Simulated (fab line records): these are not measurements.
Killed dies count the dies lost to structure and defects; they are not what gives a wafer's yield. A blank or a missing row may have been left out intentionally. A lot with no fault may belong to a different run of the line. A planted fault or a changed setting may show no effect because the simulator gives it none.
fab line records    flow sky130
record lots=6  wafers=18  last_day=50
route steps=708 shown LOCAL_INTERCONNECT@396 CONTACT@406 PAD_OPEN@708
lots with no fault: from the same line, run without faults
start_h: start of the lot's first displayed wafer, in hours after the record's first day    wait_h: hours since the lot's step before    " the same as in the row above    L1.1+2: a row that stands for several wafers    - value missing, or start not given    * or withheld: withheld    < > ~ a bound
route shown NAME@n: a module of which the file shows steps, and the number in the route of the first    usual: mean/standard deviation taken from wafers without a fault    same: alike in all rows    chamber/n: place in a boat    sites: per-site readings    _std_site: how widely they spread, as a standard deviation    _edge_site: the outer-site mean with the inner-site mean subtracted    radius_mm: how far each site lies from the wafer's centre    mask NAME#n: copy n    behind: tool/chamber where the wafer was last shaped    hold: cause of the lot's hold/its duration in hours/its outcome    device: which transistor (n, p or np) failed to switch    end of line: the tests these same wafers got at the end of their route    a step with no rows: only its recipe    killed: count of dies lost to structure and defects at first sort (not the wafer's yield)    map: dies across one wafer; x = killed, . = not, _ = none there
set.NAME: the run value of the setting; set.NAME@STEP: its run value at that earlier step    model.NAME: the simulator's own value behind a step, which no gauge read
lots at selected steps of the route; one table per step, one row per wafer
services: the hour from which a tool's chamber was out of use, counted from the record's first day as start_h (under 0 if before that day), plus the number of hours and why
## steps
# step SKY_LOCAL_INTERCONNECT_PEB_09
# recipe peb_temp_c=withheld  peb_time_s=withheld  resist=KrF-thick
# step SKY_LOCAL_INTERCONNECT_DEVELOP_10
# recipe develop_time_s=60  resist=KrF-thick  dev_temp_c=21
# step SKY_LOCAL_INTERCONNECT_CD_MEAS_11
# recipe target_cd_nm=170
# usual cd_nm=169.7/1.6
lot.wafer  tool       chamber  start_h  wait_h  cd_nm
L363.1     cd_sem-01  -        751.31   -       169.7
L363.4     "          -        "        "       168.7
L363.5     "          -        "        "       168.3
L370.1     cd_sem-01  -        802.64   -       168.6
L370.3     "          -        "        "       170.0
L370.4     "          -        "        "       168.2
L371.2     cd_sem-02  -        816.73   -       168.5
L371.3     "          -        "        "       169.6
L371.5     "          -        "        "       169.5
L373.1     cd_sem-01  -        832.74   -       168.8
L373.3     "          -        "        "       171.0
L373.6     "          -        "        "       169.4
L377.3     cd_sem-01  -        856.78   -       168.0
L377.5     "          -        "        "       168.0
L377.6     "          -        "        "       168.1
L381.2     cd_sem-02  -        880.71   -       168.2
L381.3     "          -        "        "       168.1
L381.5     "          -        "        "       169.0
# step SKY_LOCAL_INTERCONNECT_OVL_MEAS_12
# usual LOCAL_INTERCONNECT_OVL=2/5.7
lot.wafer  tool        chamber  start_h  wait_h  LOCAL_INTERCONNECT_OVL[nm]
L363.1     overlay-01  -        751.43   0.1     3
L363.4     "           -        "        "       1
L363.5     "           -        "        "       1
L370.1     overlay-01  -        802.76   0.1     -2
L370.3     "           -        "        "       0
L370.4     "           -        "        "       -11
L371.2     overlay-02  -        816.83   0.1     0
L371.3     "           -        "        "       -4
L371.5     "           -        "        "       -1
L373.1     overlay-01  -        832.86   0.1     8
L373.3     "           -        "        "       1
L373.6     "           -        "        "       7
L377.3     overlay-02  -        856.87   0.1     -1
L377.5     "           -        "        "       13
L377.6     "           -        "        "       -4
L381.2     overlay-02  -        880.81   0.1     12
L381.3     "           -        "        "       6
L381.5     "           -        "        "       13
# step SKY_LOCAL_INTERCONNECT_ETCH_13
# recipe chemistry=N2/H2  target=BARC  ion_energy_ev=200  bias_w=100  pressure_mtorr=30  n2_flow_sccm=100  h2_flow_sccm=200  icp_w=500  stop_on=SiO2  time_s=45.9  target_depth_a=600
# usual drypump_motor_current_A=5.4/0.42  oes_product_au=0.854/0.0049  throttle_valve_pct=13.225/0.0096
# same time_s=45.9
lot.wafer  tool          chamber  start_h  wait_h  drypump_motor_current_A  oes_product_au  rf_hours_counter_h  throttle_valve_pct
L363.1     rie_metal-02  0        751.46   0.0     5.9                      0.850           12                  13.225
L363.4     "             0        "        "       5.9                      0.846           -                   13.219
L363.5     "             0        "        "       5.9                      0.850           -                   13.223
L370.1     rie_metal-01  1        802.79   0.0     5.0                      0.857           10                  13.228
L370.3     "             0        "        "       5.7                      0.853           -                   13.218
L370.4     "             1        "        "       5.0                      0.851           -                   13.224
L371.2     rie_metal-01  1        816.86   0.0     5.0                      0.851           10                  13.226
L371.3     "             0        "        "       5.6                      0.850           -                   13.231
L371.5     "             1        "        "       5.0                      0.853           -                   13.207
L373.1     rie_metal-02  1        832.89   0.0     5.0                      0.854           13                  13.236
L373.3     "             0        "        "       5.9                      0.849           -                   13.240
L373.6     "             1        "        "       5.0                      0.847           -                   13.223
L377.3     rie_metal-03  1        856.92   0.0     6.0                      0.856           -                   13.228
L377.5     "             0        "        "       5.1                      0.858           -                   13.236
L377.6     "             1        "        "       6.1                      0.853           -                   13.218
L381.2     rie_metal-02  1        880.84   0.0     5.1                      0.852           15                  13.238
L381.3     "             0        "        "       5.9                      0.849           -                   13.212
L381.5     "             0        "        "       5.9                      0.856           -                   13.239
# step SKY_LOCAL_INTERCONNECT_METAL_ETCH_14
# recipe target_depth_nm=110  stop_on=PSG  chemistry=Cl2/BCl3  target=TiN  resist_sidewall_deg=88  pressure_mtorr=10  icp_w=900  bias_w=48.5  Cl2_flow_sccm=60  bcl3_flow_sccm=30  time_s=31.4
# usual drypump_motor_current_A=5.4/0.42  oes_product_au=0.936/0.0085  throttle_valve_pct=21.903/0.0094
# same time_s=31.4
lot.wafer  tool          chamber  start_h  wait_h  drypump_motor_current_A  oes_product_au  rf_hours_counter_h  throttle_valve_pct
L363.1     rie_metal-02  0        751.53   0.0     5.9                      0.922           12                  21.900
L363.4     "             0        "        "       6.0                      0.937           -                   21.904
L363.5     "             0        "        "       5.9                      0.931           -                   21.915
L370.1     rie_metal-01  1        802.86   0.0     5.0                      0.916           10                  21.907
L370.3     "             0        "        "       5.6                      0.923           -                   21.903
L370.4     "             1        "        "       5.0                      0.931           -                   21.917
L371.2     rie_metal-01  1        816.95   0.1     5.0                      0.921           10                  21.911
L371.3     "             0        "        "       5.6                      0.932           -                   21.912
L371.5     "             1        "        "       5.0                      0.927           -                   21.909
L373.1     rie_metal-02  1        832.96   0.0     5.0                      0.937           13                  21.898
L373.3     "             0        "        "       5.9                      0.931           -                   21.897
L373.6     "             1        "        "       5.1                      0.926           -                   21.892
L377.3     rie_metal-03  1        856.97   0.0     6.1                      0.939           -                   21.916
L377.5     "             0        "        "       5.1                      0.945           -                   21.889
L377.6     "             1        "        "       6.0                      0.945           -                   21.906
L381.2     rie_metal-02  1        880.91   0.0     5.1                      0.933           15                  21.903
L381.3     "             0        "        "       5.9                      0.945           -                   21.901
L381.5     "             0        "        "       5.9                      0.931           -                   21.914
# step SKY_LOCAL_INTERCONNECT_STRIP_15
# recipe chemistry=O2/N2  power_w=1400  pressure_mtorr=1500  platen_temp_c=withheld  o2_flow_sccm=3000  n2_flow_sccm=300  overash_fraction=0.5
# usual drypump_motor_current_A=5.7/0.3  oes_product_au=0.427/0.0042  strip_time_to_endpoint_s=4.714/0.017
lot.wafer  tool             chamber  start_h  wait_h  drypump_motor_current_A  oes_product_au  rf_hours_counter_h  strip_time_to_endpoint_s
L363.1     plasma_asher-04  0        751.58   0.0     5.2                      0.432           30                  4.721
L363.4     "                1        "        "       5.9                      0.434           -                   4.736
L363.5     "                0        "        "       5.2                      0.429           -                   4.724
L370.1     plasma_asher-03  0        802.91   0.0     5.3                      0.433           67                  4.737
L370.3     "                1        "        "       5.6                      0.429           -                   4.699
L370.4     "                0        "        "       5.3                      0.431           -                   4.723
L371.2     plasma_asher-04  1        817.02   0.0     5.8                      0.429           36                  4.707
L371.3     "                1        "        "       5.9                      0.421           -                   4.705
L371.5     "                0        "        "       5.1                      0.428           -                   4.735
L373.1     plasma_asher-03  0        833.01   0.0     5.3                      0.422           68                  4.694
L373.3     "                0        "        "       5.3                      0.428           -                   4.705
L373.6     "                0        "        "       5.3                      0.432           -                   4.723
L377.3     plasma_asher-04  1        857.04   0.1     5.8                      0.424           -                   4.734
L377.5     "                1        "        "       5.8                      0.432           -                   4.750
L377.6     "                0        "        "       5.1                      0.434           -                   4.716
L381.2     plasma_asher-02  1        880.96   0.0     5.6                      0.431           107                 4.715
L381.3     "                0        "        "       6.1                      0.431           -                   4.685
L381.5     "                1        "        "       5.6                      0.419           -                   4.665
# step SKY_LOCAL_INTERCONNECT_STRIP_16
# recipe chemistry=post_etch_residue_remover  time_s=1200  temp_c=72.5
# step SKY_LOCAL_INTERCONNECT_CLEAN_17
# recipe chemistry=IPA  time_s=180  temp_c=25
# step SKY_LOCAL_INTERCONNECT_CLEAN_18
# recipe chemistry=O3/DIW  dry=n2_spin
# step SKY_CONTACT_CVD_00
# recipe material=Si3N4  target_thk_nm=75  temp_c=400  time_s=withheld  rf_w=450
# usual heater_power_w=776/110
lot.wafer  tool      chamber  start_h  wait_h  heater_power_w
L363.1     pecvd-03  2        752.18   0.0     787
L363.4     "         2        "        "       781
L363.5     "         0        "        "       826
L370.1     pecvd-02  2        803.63   0.0     726
L370.3     "         1        "        "       821
L370.4     "         1        "        "       826
L371.2     pecvd-01  2        817.96   0.0     682
L371.3     "         0        "        "       785
L371.5     "         0        "        "       777
L373.1     pecvd-03  0        833.75   0.0     959
L373.3     "         2        "        "       712
L373.6     "         2        "        "       738
L377.3     pecvd-01  2        857.63   0.0     575
L377.5     "         1        "        "       746
L377.6     "         2        "        "       588
L381.2     pecvd-02  2        881.59   0.0     836
L381.3     "         0        "        "       763
L381.5     "         1        "        "       777
# step SKY_CONTACT_THK_MEAS_01
# recipe reads=Si3N4_of_CONTACT_CVD_00
# usual CONTACT_CVD_00_THK=74.9/0.9
lot.wafer  tool           chamber  start_h  wait_h  CONTACT_CVD_00_THK[nm]
L363.1     film_metro-02  -        752.21   -       74.0
L363.4     "              -        "        "       75.9
L363.5     "              -        "        "       74.5
L370.1     film_metro-02  -        803.66   -       74.1
L370.3     "              -        "        "       74.7
L370.4     "              -        "        "       75.3
L371.2     film_metro-02  -        818.00   -       72.4
L371.3     "              -        "        "       74.5
L371.5     "              -        "        "       75.2
L373.1     film_metro-01  -        833.78   -       74.4
L373.3     "              -        "        "       74.0
L373.6     "              -        "        "       75.6
L377.3     film_metro-01  -        857.68   -       74.9
L377.5     "              -        "        "       75.3
L377.6     "              -        "        "       75.8
L381.2     film_metro-02  -        881.63   -       74.2
L381.3     "              -        "        "       72.9
L381.5     "              -        "        "       74.8
# step SKY_CONTACT_HDPCVD_02
# recipe material=SiO2  target_thk_nm=565  sigma_open_frac=0.3  time_s=94.2  temp_c=600  sih4_flow_sccm=60  pressure_mtorr=6
lot.wafer  tool       chamber  start_h  wait_h  model.SiO2_of_CONTACT_HDPCVD_02.thk_nm
L363.1     hdpcvd-01  0        752.27   0.1     562.7
L363.4     "          0        "        "       562
L363.5     "          2        "        "       563.7
L370.1     hdpcvd-02  2        803.72   0.1     403.7
L370.3     "          0        "        "       563.3
L370.4     "          2        "        "       400.8
L371.2     hdpcvd-02  2        818.05   0.0     394.9
L371.3     "          0        "        "       550.4
L371.5     "          2        "        "       397.9
L373.1     hdpcvd-01  2        833.84   0.1     556.9
L373.3     "          1        "        "       563.2
L373.6     "          0        "        "       567
L377.3     hdpcvd-01  2        857.72   0.0     557.7
L377.5     "          2        "        "       559.6
L377.6     "          1        "        "       557.3
L381.2     hdpcvd-02  1        881.68   0.0     566.7
L381.3     "          0        "        "       567.8
L381.5     "          1        "        "       571.4
# step SKY_CONTACT_THK_MEAS_03
# recipe reads=SiO2_of_CONTACT_HDPCVD_02
# usual CONTACT_HDPCVD_THK=563/6.4
lot.wafer  tool           chamber  start_h  wait_h  CONTACT_HDPCVD_THK[nm]
L363.1     film_metro-04  -        752.34   0.0     563
L363.4     "              -        "        "       562
L363.5     "              -        "        "       564
L370.1     film_metro-04  -        803.79   0.0     404
L370.3     "              -        "        "       563
L370.4     "              -        "        "       401
L371.2     film_metro-01  -        818.16   0.1     395
L371.3     "              -        "        "       551
L371.5     "              -        "        "       398
L373.1     film_metro-02  -        833.91   0.0     557
L373.3     "              -        "        "       563
L373.6     "              -        "        "       567
L377.3     film_metro-02  -        857.81   0.1     558
L377.5     "              -        "        "       560
L377.6     "              -        "        "       558
L381.2     film_metro-01  -        881.76   0.0     567
L381.3     "              -        "        "       568
L381.5     "              -        "        "       572
# step SKY_CONTACT_CMP_04
# recipe material=SiO2  down_force_psi=4  platen_rpm=60  pad_velocity_m_s=0.94248
# usual motor_current_A=12.0/1  slurry_flow_ml_min=150.1/0.46  time_to_endpoint_s=81/3.8
lot.wafer  tool    chamber  start_h  wait_h  motor_current_A  slurry_flow_ml_min  time_to_endpoint_s
L363.1     cmp-02  1        752.50   0.1     11.6             149.4               81
L363.4     "       2        "        "       10.9             150.7               78
L363.5     "       3        "        "       12.3             150.1               82
L370.3     cmp-01  2        803.85   0.0     14.1             150.7               79
L370.4     "       0        "        "       11.2             149.6               20
L370.1     "       1        "        "       10.8             150.6               21
L371.3     cmp-02  2        818.21   0.0     10.8             149.9               81
L371.2     "       3        "        "       11.7             149.4               23
L371.5     "       2        "        "       11.1             150.4               24
L373.3     cmp-02  3        833.97   0.0     11.6             149.7               77
L373.1     "       1        "        "       12.1             149.8               79
L373.6     "       3        "        "       11.5             149.3               82
L377.3     cmp-02  1        858.00   0.2     11.2             149.8               83
L377.5     "       2        "        "       10.9             149.5               85
L377.6     "       3        "        "       11.9             149.4               84
L381.2     cmp-01  0        881.91   0.1     10.7             149.7               82
L381.3     "       1        "        "       10.9             150.5               80
L381.5     "       3        "        "       11.7             149.6               82
# step SKY_CONTACT_BOW_MEAS_05
# recipe mode=bow
# usual CONTACT_BOW=82/7.1
lot.wafer  tool           chamber  start_h  wait_h  CONTACT_BOW[um]
L363.1     film_metro-02  -        752.70   0.1     82
L363.4     "              -        "        "       71
L363.5     "              -        "        "       86
L370.1     film_metro-02  -        804.15   0.1     74
L370.3     "              -        "        "       79
L370.4     "              -        "        "       78
L371.2     film_metro-01  -        818.53   0.2     68
L371.3     "              -        "        "       86
L371.5     "              -        "        "       72
L373.1     film_metro-01  -        834.27   0.1     80
L373.3     "              -        "        "       81
L373.6     "              -        "        "       85
L377.3     film_metro-01  -        858.19   0.1     74
L377.5     "              -        "        "       87
L377.6     "              -        "        "       92
L381.2     film_metro-01  -        882.13   0.2     76
L381.3     "              -        "        "       80
L381.5     "              -        "        "       87
# step SKY_PAD_OPEN_PROBE_99
lot.wafer  tool       chamber  start_h  wait_h  model.etest.met1_comb.leak_log10_a_um
L363.1     prober-02  -        1117.13  0.1     -11.86
L363.4     prober-02  -        1117.28  0.2     -12.08
L363.5     prober-02  -        1117.33  0.2     -11.87
L370.1     prober-01  -        1156.24  0.1     -11.65
L370.3     prober-01  -        1156.34  0.2     -12.11
L370.4     prober-01  -        1156.39  0.2     -11.48
L371.2     prober-02  -        1163.89  0.1     -10.86
L371.3     prober-02  -        1163.94  0.2     -12.11
L371.5     prober-02  -        1164.04  0.2     -10.98
L373.1     prober-02  -        1175.48  0.1     -11.97
L373.3     prober-02  -        1175.58  0.2     -12.04
L373.6     prober-02  -        1175.73  0.2     -11.87
L377.3+6   prober-01  -        1192.33  0.2     -12.05
L377.5     prober-01  -        1192.43  0.2     -12.04
L381.2     prober-01  -        1207.43  0.1     -12.12
L381.3     prober-01  -        1207.48  0.2     -11.94
L381.5     prober-01  -        1207.58  0.2     -12.1
# killed by level:class
L363.1 CONTACT:geometric_particle:open=12 POLY_GATE:geometric_particle:short=10 FIELD_ISO:geometric_particle:short=7 VIA3:geometric_particle:short=6 VIA1:geometric_particle:open=6 LI_CONTACT:geometric_particle:open=5 FIELD_ISO:geometric_particle:open=4 LOCAL_INTERCONNECT:geometric_particle:short=4
L363.4 FIELD_ISO:geometric_particle:short=10 LI_CONTACT:geometric_particle:open=10 VIA1:geometric_particle:open=10 VIA2:geometric_particle:open=6 CONTACT:geometric_particle:open=6 METAL1:geometric_particle:short=6 FIELD_ISO:geometric_particle:open=5 POLY_GATE:geometric_particle:open=5
L363.5 VIA1:geometric_particle:open=10 VIA3:geometric_particle:open=10 CONTACT:geometric_particle:open=8 POLY_GATE:geometric_particle:open=6 LI_CONTACT:geometric_particle:open=5 CONTACT:geometric_particle:short=5 METAL1:geometric_particle:short=5 VIA1:geometric_particle:short=5
L373.1 CONTACT:geometric_particle:open=9 VIA2:geometric_particle:open=9 VIA3:geometric_particle:open=9 VIA1:geometric_particle:open=7 POLY_GATE:geometric_particle:short=6 FIELD_ISO:geometric_particle:short=4 FIELD_ISO:geometric_particle:open=4 POLY_GATE:geometric_particle:open=4
L373.3 LI_CONTACT:geometric_particle:open=11 CONTACT:geometric_particle:open=8 POLY_GATE:geometric_particle:open=6 CONTACT:geometric_particle:short=5 VIA1:geometric_particle:open=5 FIELD_ISO:geometric_particle:short=4 POLY_GATE:geometric_particle:short=4 METAL3:geometric_particle:short=4
L373.6 CONTACT:geometric_particle:open=11 METAL1:geometric_particle:short=9 METAL4:geometric_particle:short=8 LI_CONTACT:geometric_particle:open=7 CONTACT:geometric_particle:short=6 VIA2:geometric_particle:short=5 POLY_GATE:geometric_particle:short=5 VIA1:geometric_particle:short=5
L377.3 VIA1:geometric_particle:open=13 VIA1:geometric_particle:short=7 VIA2:geometric_particle:open=7 FIELD_ISO:geometric_particle:short=6 CONTACT:geometric_particle:open=6 POLY_GATE:geometric_particle:open=5 FIELD_ISO:geometric_particle:open=4 METAL2:geometric_particle:short=4
L377.5 VIA1:geometric_particle:open=13 VIA1:geometric_particle:short=11 VIA3:geometric_particle:open=11 CONTACT:geometric_particle:open=9 VIA3:geometric_particle:short=6 METAL2:geometric_particle:short=5 POLY_GATE:geometric_particle:short=4 VIA2:geometric_particle:short=4
L377.6 CONTACT:geometric_particle:open=12 VIA3:geometric_particle:open=9 METAL1:geometric_particle:short=8 VIA1:geometric_particle:open=8 LI_CONTACT:geometric_particle:open=6 VIA2:geometric_particle:open=6 CONTACT:geometric_particle:short=5 VIA1:geometric_particle:short=5
L381.2 CONTACT:geometric_particle:open=12 VIA2:geometric_particle:open=10 VIA1:geometric_particle:open=7 VIA1:geometric_particle:short=6 VIA2:geometric_particle:short=6 VIA3:geometric_particle:open=5 LOCAL_INTERCONNECT:geometric_particle:short=4 LI_CONTACT:geometric_particle:open=4
L381.3 METAL1:geometric_particle:short=11 VIA1:geometric_particle:open=10 VIA2:geometric_particle:open=8 CONTACT:geometric_particle:open=7 VIA3:geometric_particle:open=6 CONTACT:geometric_particle:short=6 VIA1:geometric_particle:short=6 VIA2:geometric_particle:short=6
L381.5 CONTACT:geometric_particle:open=10 CONTACT:geometric_particle:short=7 FIELD_ISO:geometric_particle:open=6 POLY_GATE:geometric_particle:open=6 VIA1:geometric_particle:open=6 METAL1:geometric_particle:short=6 VIA1:geometric_particle:short=6 VIA3:geometric_particle:open=5
## services
tool             chamber  start_h  hours  kind
pecvd-01         -        734.43   0.8    repair
pecvd-03         -        736.21   1.1    repair
pecvd-03         -        737.32   2.8    pm
cmp-01           -        741.76   0.6    repair
cmp-02           -        744.00   4.0    pm
pecvd-01         2        750.29   11.7   repair
hdpcvd-02        -        751.23   6.0    pm
pecvd-02         -        755.16   1.4    repair
cmp-01           -        777.04   2.4    repair
cmp-02           -        782.32   0.3    repair
rie_metal-02     -        798.20   0.2    repair
hdpcvd-02        -        803.94   0.7    repair
hdpcvd-01        1        810.16   5.1    repair
plasma_asher-03  -        812.07   12.7   repair
hdpcvd-02        1        814.92   9.5    repair
cmp-02           -        820.89   0.3    repair
cmp-01           -        823.42   4.8    pm
rie_metal-02     -        827.17   1.4    pm
plasma_asher-04  -        830.16   7.1    repair
pecvd-01         0        830.71   4.2    repair
rie_metal-02     0        837.55   3.2    repair
pecvd-01         0        839.01   32.9   repair
pecvd-03         2        853.52   5.1    repair
pecvd-02         -        855.68   6.0    pm
## key
first_sign step=SKY_CONTACT_THK_MEAS_03  reading=CONTACT_HDPCVD_THK  direction=down  sigmas=25  usual=563  struck=399
effect step=SKY_CONTACT_CMP_04  reading=time_to_endpoint_s  direction=down  sigmas=16  usual=*  struck=*
model_effect step=SKY_CONTACT_HDPCVD_02  value=SiO2_of_CONTACT_HDPCVD_02.thk_nm  without=566.5  struck=399.3
model_effect step=SKY_PAD_OPEN_PROBE_99  value=etest.met1_comb.leak_log10_a_um  without=-12.07  struck=-11.24
met_at SKY_CONTACT_HDPCVD_02
struck_wafers L370.1,L370.4,L371.2,L371.5
sort_left_out L370.1,L370.4,L371.2,L371.5
tester_left_out L370,L371
fault kind=process_parameter_drift  tool=hdpcvd-02  chamber=2  onset_h=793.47  steps=SKY_CONTACT_HDPCVD_02  channel=target_thk_nm  offset=-167.14  shape=step  end_h=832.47  acts_in=these_recipes_only  stated=565
# tester_left_out: of these lots the tester's yield and bins aren't shown, on N5 and GAA mostly nor the transistor test; their killed dies are dies lost to structure and defects alone, not to doping, threshold or leakage, so they don't give the yield
# sort_left_out: the simulated sort isn't trusted on such a fault, so these wafers' sort isn't shown, and their yield isn't known
